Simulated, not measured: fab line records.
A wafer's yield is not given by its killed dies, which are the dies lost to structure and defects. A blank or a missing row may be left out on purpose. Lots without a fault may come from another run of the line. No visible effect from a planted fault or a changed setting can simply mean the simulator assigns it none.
Struck lot and sound lot, side by side -- flow gf180mcu -- 16 out of 602 route steps
Sound: these wafers, L474.2, L474.3, L474.4. Wafers struck: L462.1, L462.3, L462.4. The cause is named last.
Order at every step that has rows: each side's tool, ch and its chambers, its first start. Under that, the readings that differ: sound wafers -- struck wafers -- difference of the means -- sigmas: that difference in standard deviations of wafers without a fault.
alike: a reading whose means differ by less than 2 such deviations, as well as words and numbers matching on both sides. not compared: withheld readings; readings where some wafer has no value; bounds like >300 that might hide an equal value; numbers whose values overlap and for which the record gives no deviation.
A row with sigmas, a row that says differs or no value, or rows on one side alone: a step with any of these is where the two part. Numbers that don't overlap but have no deviation are shown without sigmas and don't part them. Lack of a reading on every wafer of one side parts them only where that side has two or more wafers.

GF_STI_THK_MEAS_02:
  struck on film_metro-02, day 2 12:59; sound on film_metro-02, day 5 00:35
  alike: STI_OXIDATION_THK
then, 1 step without rows for these wafers: GF_STI_CVD_03 (deposits Si3N4 from DCS/NH3, target thk 207.16 nm, time 3551 s).
GF_STI_THK_MEAS_04:
  struck on film_metro-04, day 2 16:22; sound on film_metro-01, day 5 02:38
  alike: STI_CVD_03_THK
then, 7 steps without rows for these wafers: GF_STI_DEHYDRATE_05 (time 60 s); GF_STI_HMDS_06 (prime time 60 s); GF_STI_COAT_07 (resist thk 696.2 nm); GF_STI_SOFTBAKE_08 (time 60 s); GF_STI_EXPOSE_09 (exposes mask COMP, target cd 220 nm); GF_STI_PEB_10 (peb time 90 s); GF_STI_DEVELOP_11 (develop time 60 s).
GF_STI_CD_MEAS_12: the cd target is 220 nm.
  struck on cd_sem-01, day 3 04:59; sound on cd_sem-01, day 5 17:04
  alike: cd_nm
GF_STI_ETCH_13: etches the open film in CHF3/O2, stops on Si, target depth 282.31 nm, time 112.9 s.
  sound on rie_diel-01 ch 0,2, day 5 17:10; struck on rie_diel-01 ch 0,2,3, day 3 05:07
  alike: O2_flow_sccm, bias_w, chamber_pressure_mTorr, drypump_motor_current_A, oes_product_au, throttle_valve_pct
  not compared: rf_hours_counter_h
GF_STI_ETCH_14: etches Si in HBr/Cl2/O2, target depth 360 nm, time 102.9 s.
  sound on rie_si-01 ch 0,1,2, day 5 17:14; struck on rie_si-01 ch 0,1,2, day 3 05:11
  no value came back on the struck wafers for any of 8 readings (HBr_flow_sccm (sccm), O2_flow_sccm (sccm) and others); on the sound wafers HBr_flow_sccm (sccm) reads 150.0 149.7 149.7
reading,sound,struck,difference,sigmas
model.KrF_of_STI_COAT_07.thk_nm (nm),313.7 311.7 322.1,425.8 426.8 433.2,+112.8,
GF_STI_STRIP_15: strips in O2/N2.
  sound on plasma_asher-02 ch 0,1, day 5 17:19; struck on plasma_asher-01 ch 0,1, day 3 05:16
reading,sound,struck,difference,sigmas
drypump_motor_current_A (A),6.6 6.3 6.6,5.7 5.7 5.5,-0.9,-2
oes_product_au (a.u.),0.387 0.380 0.389,0.433 0.425 0.430,+0.044,+9
strip_time_to_endpoint_s (s),3.68 3.64 3.75,4.81 4.81 4.86,+1.14,+17
  alike: chamber_pressure_mTorr, heater_power_w
  not compared: rf_hours_counter_h
then, 1 step without rows for these wafers: GF_STI_CLEAN_16 (cleans in dHF, time 25 s).
-- the record jumps here: 28 days lie between the struck wafers' starts before and after (it left off in module STI and takes up again in module PASSIVATION, whose first step shown is number 602 of the route) --
GF_PASSIVATION_PROBE_99:
  the record has rows for the struck wafers here (prober-01, day 31 08:22) and none for the sound ones

== WHERE THEY PART ==
At GF_STI_ETCH_14 first; at GF_PASSIVATION_PROBE_99 last (within this record only).

WHY: whatever the simulator had introduced
Whole step skipped at GF_STI_ETCH_14 on rie_si-01, starting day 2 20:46. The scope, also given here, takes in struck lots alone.
